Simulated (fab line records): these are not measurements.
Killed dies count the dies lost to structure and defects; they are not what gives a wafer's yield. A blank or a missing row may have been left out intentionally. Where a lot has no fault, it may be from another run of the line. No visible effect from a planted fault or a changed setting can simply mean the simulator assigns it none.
fab line records + flow sky130
[record]
- lots = 12
- wafers = 36
- lastDay = 50
route steps=708 shown SD_N@352 CONTACT@425
lots that met no fault: taken from a fault-free run of the same line
startH: hours from the record's first day to the start of the lot's first wafer shown + waitH: hours since the lot's step before + " identical to the entry in the row above + L1.1+2: a row that stands for several wafers + - value missing, or start not given + * or withheld: withheld + < > ~ a bound
route shown NAME@n: a module of which the file shows steps, and the number in the route of the first + usual: average and standard deviation across the fault-free wafers + same: alike in all rows + chamber/n: place in a boat + sites: per-site readings + _std_site: the standard deviation of these + _edge_site: inner sites' mean taken away from outer sites' mean + radiusMm: for every site, how far away it sits from the centre of the wafer + mask NAME#n: copy n + behind: the most recent tool/chamber to have shaped the wafer + hold: reason for holding the lot/hours on hold/outcome of the hold + device: names the non-switching transistor (n, p or np) + end of line: the tests these same wafers got at the end of their route + a step given without rows: its recipe and nothing more + killed: dies that structure and defects cost at the first sort, which is not the same as the wafer's yield + map: a wafer's dies, x killed, . not, _ none there
set.NAME: the run value of the setting; set.NAME@STEP: its run value at that earlier step + model.NAME: the simulator's own value behind a step, which no gauge read
the route's steps for a sample of lots (tables are steps, rows are wafers)
services: a tool's chamber out of use, with start hour (startH, from the record's first day; less than 0 if before it), hours out, and reason
[[steps]]
[step SKY_SD_N_IMPLANT_10]
[recipe]
- species = P
- energyKev = 20
- doseCm2 = 1e+14
- tiltDeg = 0
[usual]
- beamOnS = 11.1/1.2
[same]
- implantIonAmu = 31
| lot.wafer | tool         | chamber | startH | waitH | beamOnS |
|-----------|--------------|---------|--------|-------|---------|
| L949.1    | implanter-01 | 0       | 627.74 | 0.1   | 12.9    |
| L949.4    | "            | 0       | "      | "     | 13.3    |
| L949.6    | "            | 0       | "      | "     | 12.6    |
| L952.2    | implanter-03 | 0       | 661.26 | 0.1   | 10.0    |
| L952.3    | "            | 0       | "      | "     | 10.0    |
| L952.4    | "            | 0       | "      | "     | 10.2    |
| L953.2    | implanter-01 | 0       | 696.51 | 0.1   | 12.7    |
| L953.5    | "            | 0       | "      | "     | 12.8    |
| L953.6    | "            | 0       | "      | "     | 12.7    |
| L954.1    | implanter-03 | 0       | 703.74 | 0.1   | 10.1    |
| L954.3    | "            | 0       | "      | "     | 10.0    |
| L954.6    | "            | 0       | "      | "     | 9.8     |
| L955.1    | implanter-01 | 0       | 704.28 | 0.1   | 12.4    |
| L955.2    | "            | 0       | "      | "     | 12.8    |
| L955.3    | "            | 0       | "      | "     | 12.3    |
| L957.1    | implanter-02 | 0       | 710.03 | 0.1   | 11.3    |
| L957.2    | "            | 0       | "      | "     | 11.3    |
| L957.5    | "            | 0       | "      | "     | 11.2    |
| L957.1    | implanter-02 | 0       | 710.35 | 0.3   | 11.6    |
| L957.2    | "            | 0       | "      | "     | 11.7    |
| L957.5    | "            | 0       | "      | "     | 11.3    |
| L958.3    | implanter-03 | 0       | 719.24 | 0.1   | 10.0    |
| L958.4    | "            | 0       | "      | "     | 9.7     |
| L958.6    | "            | 0       | "      | "     | 9.9     |
| L958.3    | implanter-03 | 0       | 719.56 | 0.3   | 10.2    |
| L958.4    | "            | 0       | "      | "     | 10.3    |
| L958.6    | "            | 0       | "      | "     | 10.0    |
| L961.1    | implanter-02 | 0       | 737.38 | 0.1   | 11.4    |
| L961.4    | "            | 0       | "      | "     | 11.8    |
| L961.6    | "            | 0       | "      | "     | 11.3    |
| L968.3    | implanter-01 | 0       | 796.64 | 0.1   | 12.9    |
| L968.4    | "            | 0       | "      | "     | 13.1    |
| L968.6    | "            | 0       | "      | "     | 12.8    |
| L970.1    | implanter-03 | 0       | 825.69 | 0.1   | 10.1    |
| L970.2    | "            | 0       | "      | "     | 10.3    |
| L970.4    | "            | 0       | "      | "     | 10.1    |
| L972.2    | implanter-03 | 0       | 826.69 | 0.1   | 9.7     |
| L972.3    | "            | 0       | "      | "     | 10.1    |
| L972.6    | "            | 0       | "      | "     | 10.0    |
| L971.1    | implanter-03 | 0       | 832.14 | 0.1   | 10.1    |
| L971.2    | "            | 0       | "      | "     | 10.3    |
| L971.3    | "            | 0       | "      | "     | 10.2    |
[step SKY_SD_N_RS_MEAS_16]
[recipe]
- thkMeasGauge = four-point-probe
[usual]
- SD_N_RS = 68.62/0.11
| lot.wafer | tool         | chamber | startH | waitH | SD_N_RS[ohm/sq] |
|-----------|--------------|---------|--------|-------|-----------------|
| L949.1    | filmMetro-03 | -       | 628.28 | 0.1   | 68.86           |
| L949.4    | "            | -       | "      | "     | 68.76           |
| L949.6    | "            | -       | "      | "     | 68.58           |
| L952.2    | filmMetro-02 | -       | 661.80 | 0.1   | 68.56           |
| L952.3    | "            | -       | "      | "     | 68.56           |
| L952.4    | "            | -       | "      | "     | 68.56           |
| L953.2    | filmMetro-03 | -       | 697.03 | 0.1   | 68.68           |
| L953.5    | "            | -       | "      | "     | 68.66           |
| L953.6    | "            | -       | "      | "     | 68.68           |
| L954.1    | filmMetro-04 | -       | 704.27 | 0.1   | 68.63           |
| L954.3    | "            | -       | "      | "     | 68.62           |
| L954.6    | "            | -       | "      | "     | 68.84           |
| L955.1    | filmMetro-03 | -       | 704.81 | 0.1   | 68.67           |
| L955.2    | "            | -       | "      | "     | 68.52           |
| L955.3    | "            | -       | "      | "     | 68.55           |
| L957.1    | filmMetro-03 | -       | 710.88 | 0.1   | 65.90           |
| L957.2    | "            | -       | "      | "     | 66.05           |
| L957.5    | "            | -       | "      | "     | 65.92           |
| L957.1    | filmMetro-03 | -       | 711.38 | 0.5   | 65.98           |
| L957.2    | "            | -       | "      | "     | 65.98           |
| L957.5    | "            | -       | "      | "     | 65.94           |
| L958.3    | filmMetro-03 | -       | 720.16 | 0.1   | 66.05           |
| L958.4    | "            | -       | "      | "     | 66.04           |
| L958.6    | "            | -       | "      | "     | 65.93           |
| L958.3    | filmMetro-03 | -       | 720.45 | 0.3   | 65.99           |
| L958.4    | "            | -       | "      | "     | 66.12           |
| L958.6    | "            | -       | "      | "     | 66.03           |
| L961.1    | filmMetro-03 | -       | 737.91 | 0.1   | 68.63           |
| L961.4    | "            | -       | "      | "     | 68.66           |
| L961.6    | "            | -       | "      | "     | 68.66           |
| L968.3    | filmMetro-03 | -       | 797.16 | 0.1   | 68.57           |
| L968.4    | "            | -       | "      | "     | 68.68           |
| L968.6    | "            | -       | "      | "     | 68.56           |
| L970.1    | filmMetro-03 | -       | 826.23 | 0.1   | 68.58           |
| L970.2    | "            | -       | "      | "     | 68.72           |
| L970.4    | "            | -       | "      | "     | 68.59           |
| L972.2    | filmMetro-04 | -       | 827.23 | 0.1   | 68.62           |
| L972.3    | "            | -       | "      | "     | 68.58           |
| L972.6    | "            | -       | "      | "     | 68.78           |
| L971.1    | filmMetro-04 | -       | 832.68 | 0.1   | 68.76           |
| L971.2    | "            | -       | "      | "     | 68.65           |
| L971.3    | "            | -       | "      | "     | 68.63           |
[step SKY_CONTACT_STRIP_19]
[recipe]
- chemistry = O2/N2
- powerW = 1400
- pressureMtorr = 1500
- platenTempC = withheld
- o2FlowSccm = 3000
- n2FlowSccm = 300
- overashFraction = 0.5
[usual]
- drypumpMotorCurrentA = 5.3/0.34
- oesProductAu = 0.380/0.0047
- stripTimeToEndpointS = 3.607/0.02
| lot.wafer | tool           | chamber | startH | waitH | drypumpMotorCurrentA | oesProductAu | rfHoursCounterH | stripTimeToEndpointS |
|-----------|----------------|---------|--------|-------|----------------------|--------------|-----------------|----------------------|
| L949.1    | plasmaAsher-01 | 0       | 717.51 | -     | 4.8                  | 0.387        | 29              | 3.605                |
| L949.4    | "              | 1       | "      | "     | 5.3                  | 0.379        | -               | 3.581                |
| L949.6    | "              | 0       | "      | "     | 4.8                  | 0.381        | -               | 3.596                |
| L952.2    | plasmaAsher-02 | 0       | 751.06 | -     | 4.9                  | 0.373        | 64              | 3.614                |
| L952.3    | "              | 1       | "      | "     | 5.6                  | 0.376        | -               | 3.582                |
| L952.4    | "              | 0       | "      | "     | 5.0                  | 0.383        | -               | 3.585                |
| L953.2    | plasmaAsher-01 | 1       | 782.76 | -     | 5.3                  | 0.384        | 35              | 3.623                |
| L953.5    | "              | 1       | "      | "     | 5.3                  | 0.387        | -               | 3.616                |
| L953.6    | "              | 0       | "      | "     | 4.8                  | 0.382        | -               | 3.598                |
| L954.1    | plasmaAsher-01 | 0       | 789.66 | -     | 4.8                  | 0.376        | 36              | 3.603                |
| L954.3    | "              | 0       | "      | "     | 4.8                  | 0.373        | -               | 3.612                |
| L954.6    | "              | 1       | "      | "     | 5.3                  | 0.378        | -               | 3.636                |
| L955.1    | plasmaAsher-02 | 1       | 790.62 | -     | 5.6                  | 0.379        | 67              | 3.628                |
| L955.2    | "              | 0       | "      | "     | 4.9                  | 0.385        | 67              | 3.598                |
| L955.3    | "              | 0       | "      | "     | 5.0                  | 0.376        | -               | 3.574                |
| L957.1    | plasmaAsher-02 | 1       | 795.87 | -     | 5.6                  | 0.387        | 68              | 3.608                |
| L957.2    | "              | 0       | "      | "     | 5.0                  | 0.382        | 68              | 3.620                |
| L957.5    | "              | 0       | "      | "     | 5.0                  | 0.390        | -               | 3.623                |
| L958.3    | plasmaAsher-03 | 1       | 805.03 | -     | 5.7                  | 0.379        | -               | 3.626                |
| L958.4    | "              | 0       | "      | "     | 5.5                  | 0.379        | -               | 3.602                |
| L958.6    | "              | 0       | "      | "     | 5.5                  | 0.386        | -               | 3.652                |
| L961.1    | plasmaAsher-02 | 1       | 822.80 | -     | 5.6                  | 0.389        | 70              | 3.640                |
| L961.4    | "              | 1       | "      | "     | 5.6                  | 0.372        | -               | 3.612                |
| L961.6    | "              | 0       | "      | "     | 4.9                  | 0.382        | -               | 3.583                |
| L968.3    | plasmaAsher-03 | 0       | 879.33 | -     | 5.5                  | 0.383        | -               | 3.620                |
| L968.4    | "              | 1       | "      | "     | 5.8                  | 0.375        | -               | 3.602                |
| L968.6    | "              | 1       | "      | "     | 5.7                  | 0.382        | -               | 3.598                |
| L970.1    | plasmaAsher-03 | 1       | 908.52 | -     | 5.8                  | 0.375        | 106             | 3.597                |
| L970.2    | "              | 0       | "      | "     | 5.5                  | 0.377        | 106             | 3.593                |
| L970.4    | "              | 1       | "      | "     | 5.7                  | 0.381        | -               | 3.636                |
| L972.2    | plasmaAsher-02 | 0       | 908.65 | -     | 5.0                  | 0.389        | 80              | 3.611                |
| L972.3    | "              | 1       | "      | "     | 5.6                  | 0.381        | -               | 3.587                |
| L972.6    | "              | 1       | "      | "     | 5.6                  | 0.376        | -               | 3.621                |
| L971.1    | plasmaAsher-01 | 0       | 913.32 | -     | 4.8                  | 0.381        | 47              | 3.626                |
| L971.2    | "              | 1       | "      | "     | 5.3                  | 0.383        | 47              | 3.582                |
| L971.3    | "              | 0       | "      | "     | 4.8                  | 0.374        | -               | 3.610                |
[step SKY_CONTACT_SPUTTER_23]
[recipe]
- material = TiN
- targetThkNm = 20
- chamberPressurePa = 5
- powerW = 4000
- timeS = 80
[usual]
- throttleValvePct = 29.9/1
| lot.wafer | tool          | chamber | startH | waitH | throttleValvePct |
|-----------|---------------|---------|--------|-------|------------------|
| L949.1    | pvdSputter-03 | -       | 718.11 | 0.0   | 30.0             |
| L949.4    | "             | -       | "      | "     | 29.0             |
| L949.6    | "             | -       | "      | "     | 28.5             |
| L952.2    | pvdSputter-03 | -       | 751.66 | 0.0   | 30.1             |
| L952.3    | "             | -       | "      | "     | 28.8             |
| L952.4    | "             | -       | "      | "     | 30.0             |
| L953.2    | pvdSputter-03 | -       | 783.40 | 0.0   | 28.3             |
| L953.5    | "             | -       | "      | "     | 30.3             |
| L953.6    | "             | -       | "      | "     | 28.8             |
| L954.1    | pvdSputter-02 | -       | 790.26 | 0.0   | 29.9             |
| L954.3    | "             | -       | "      | "     | 32.2             |
| L954.6    | "             | -       | "      | "     | 31.8             |
| L955.1    | pvdSputter-03 | -       | 791.22 | 0.0   | 28.3             |
| L955.2    | "             | -       | "      | "     | 28.8             |
| L955.3    | "             | -       | "      | "     | 30.0             |
| L957.1    | pvdSputter-02 | -       | 796.47 | 0.0   | 29.8             |
| L957.2    | "             | -       | "      | "     | 29.8             |
| L957.5    | "             | -       | "      | "     | 30.2             |
| L958.3    | pvdSputter-02 | -       | 805.59 | 0.0   | 30.1             |
| L958.4    | "             | -       | "      | "     | 30.0             |
| L958.6    | "             | -       | "      | "     | 32.1             |
| L961.1    | pvdSputter-01 | -       | 823.42 | 0.0   | 30.5             |
| L961.4    | "             | -       | "      | "     | 29.9             |
| L961.6    | "             | -       | "      | "     | 28.6             |
| L968.3    | pvdSputter-01 | -       | 879.90 | 0.0   | 28.9             |
| L968.4    | "             | -       | "      | "     | 29.7             |
| L968.6    | "             | -       | "      | "     | 29.6             |
| L970.1    | pvdSputter-03 | -       | 909.17 | 0.0   | 30.2             |
| L970.2    | "             | -       | "      | "     | 30.3             |
| L970.4    | "             | -       | "      | "     | 28.9             |
| L972.2    | pvdSputter-02 | -       | 909.25 | 0.0   | 30.0             |
| L972.3    | "             | -       | "      | "     | 30.0             |
| L972.6    | "             | -       | "      | "     | 32.1             |
| L971.1    | pvdSputter-03 | -       | 913.95 | 0.0   | 29.1             |
| L971.2    | "             | -       | "      | "     | 30.4             |
| L971.3    | "             | -       | "      | "     | 28.3             |
[step SKY_CONTACT_THK_MEAS_26]
[recipe]
- thkMeasGauge = xrf
- reads = W_of_CONTACT_CVD_24
[usual]
- CONTACT_W_THK = 350/6
| lot.wafer | tool         | chamber | startH | waitH | CONTACT_W_THK[nm] |
|-----------|--------------|---------|--------|-------|-------------------|
| L949.1    | filmMetro-04 | -       | 718.40 | 0.1   | 342               |
| L949.4    | "            | -       | "      | "     | 336               |
| L949.6    | "            | -       | "      | "     | 342               |
| L952.2    | filmMetro-04 | -       | 751.96 | 0.1   | 344               |
| L952.3    | "            | -       | "      | "     | 345               |
| L952.4    | "            | -       | "      | "     | 341               |
| L953.2    | filmMetro-01 | -       | 783.71 | 0.1   | 348               |
| L953.5    | "            | -       | "      | "     | 351               |
| L953.6    | "            | -       | "      | "     | 350               |
| L954.1    | filmMetro-04 | -       | 790.55 | 0.1   | 343               |
| L954.3    | "            | -       | "      | "     | 343               |
| L954.6    | "            | -       | "      | "     | 344               |
| L955.1    | filmMetro-03 | -       | 791.51 | 0.1   | 357               |
| L955.2    | "            | -       | "      | "     | 353               |
| L955.3    | "            | -       | "      | "     | 360               |
| L957.1    | filmMetro-03 | -       | 796.76 | 0.1   | 353               |
| L957.2    | "            | -       | "      | "     | 354               |
| L957.5    | "            | -       | "      | "     | 352               |
| L958.3    | filmMetro-03 | -       | 805.90 | 0.1   | 352               |
| L958.4    | "            | -       | "      | "     | 353               |
| L958.6    | "            | -       | "      | "     | 352               |
| L961.1    | filmMetro-04 | -       | 823.71 | 0.1   | 341               |
| L961.4    | "            | -       | "      | "     | 339               |
| L961.6    | "            | -       | "      | "     | 344               |
| L968.3    | filmMetro-01 | -       | 880.21 | 0.1   | 352               |
| L968.4    | "            | -       | "      | "     | 351               |
| L968.6    | "            | -       | "      | "     | 350               |
| L970.1    | filmMetro-04 | -       | 909.46 | 0.1   | 343               |
| L970.2    | "            | -       | "      | "     | 344               |
| L970.4    | "            | -       | "      | "     | 345               |
| L972.2    | filmMetro-01 | -       | 909.65 | 0.1   | 355               |
| L972.3    | "            | -       | "      | "     | 350               |
| L972.6    | "            | -       | "      | "     | 354               |
| L971.1    | filmMetro-01 | -       | 914.24 | 0.1   | 363               |
| L971.2    | "            | -       | "      | "     | 359               |
| L971.3    | "            | -       | "      | "     | 364               |
[[services]]
| tool           | chamber | startH | hours | kind   |
|----------------|---------|--------|-------|--------|
| implanter-03   | -       | 616.13 | 2.7   | pm     |
| pvdSputter-03  | -       | 635.81 | 1.5   | repair |
| implanter-02   | -       | 638.65 | 0.9   | repair |
| pvdSputter-03  | -       | 668.08 | 0.8   | repair |
| implanter-03   | -       | 670.48 | 6.1   | repair |
| plasmaAsher-03 | -       | 681.79 | 2.5   | repair |
| pvdSputter-03  | -       | 708.01 | 8.3   | repair |
| implanter-02   | -       | 716.81 | 0.5   | repair |
| implanter-01   | -       | 722.66 | 2.5   | repair |
| implanter-02   | -       | 725.87 | 3.5   | pm     |
| plasmaAsher-02 | -       | 751.82 | 0.6   | repair |
| plasmaAsher-03 | -       | 768.52 | 0.8   | repair |
| implanter-01   | -       | 790.53 | 1.7   | pm     |
| implanter-02   | -       | 798.43 | 11.4  | repair |
| pvdSputter-02  | -       | 828.11 | 2.0   | repair |
| plasmaAsher-03 | -       | 834.24 | 7.6   | repair |
| implanter-03   | -       | 846.36 | 2.3   | repair |
| plasmaAsher-01 | -       | 856.11 | 14.6  | pm     |
| implanter-01   | -       | 861.28 | 5.0   | pm     |
| plasmaAsher-03 | -       | 865.08 | 4.4   | repair |
| plasmaAsher-02 | -       | 869.48 | 2.8   | pm     |
| pvdSputter-02  | -       | 880.78 | 6.8   | repair |
| plasmaAsher-01 | -       | 884.01 | 5.9   | repair |
| implanter-01   | -       | 897.00 | 0.6   | repair |
[[key]]
[firstSign]
- step = SKY_SD_N_IMPLANT_10
- reading = visit
- direction = added
[effect]
- step = SKY_SD_N_RS_MEAS_16
- reading = visit
- direction = added
[effect]
- step = SKY_SD_N_RS_MEAS_16
- reading = SD_N_RS
- direction = down
- sigmas = 24
- usual = 68.62
- struck = 65.98
metAt SKY_SD_N_IMPLANT_10
struckLots L957,L958
testerLeftOut L957,L958
notActingAt SKY_CONTACT_STRIP_19,SKY_CONTACT_SPUTTER_23,SKY_CONTACT_THK_MEAS_26
[fault]
- kind = repeatedStepWhole
- tool = implanter-01,implanter-02,implanter-03
- chamber = -
- onsetH = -
- steps = SKY_SD_N_IMPLANT_10
- times = 1
- scope = struckLotsOnly
// testerLeftOut: of these lots the tester's yield and bins aren't shown, on N5 and GAA mostly nor the transistor test; their killed dies are dies lost to structure and defects alone, not to doping, threshold or leakage, so they don't give the yield
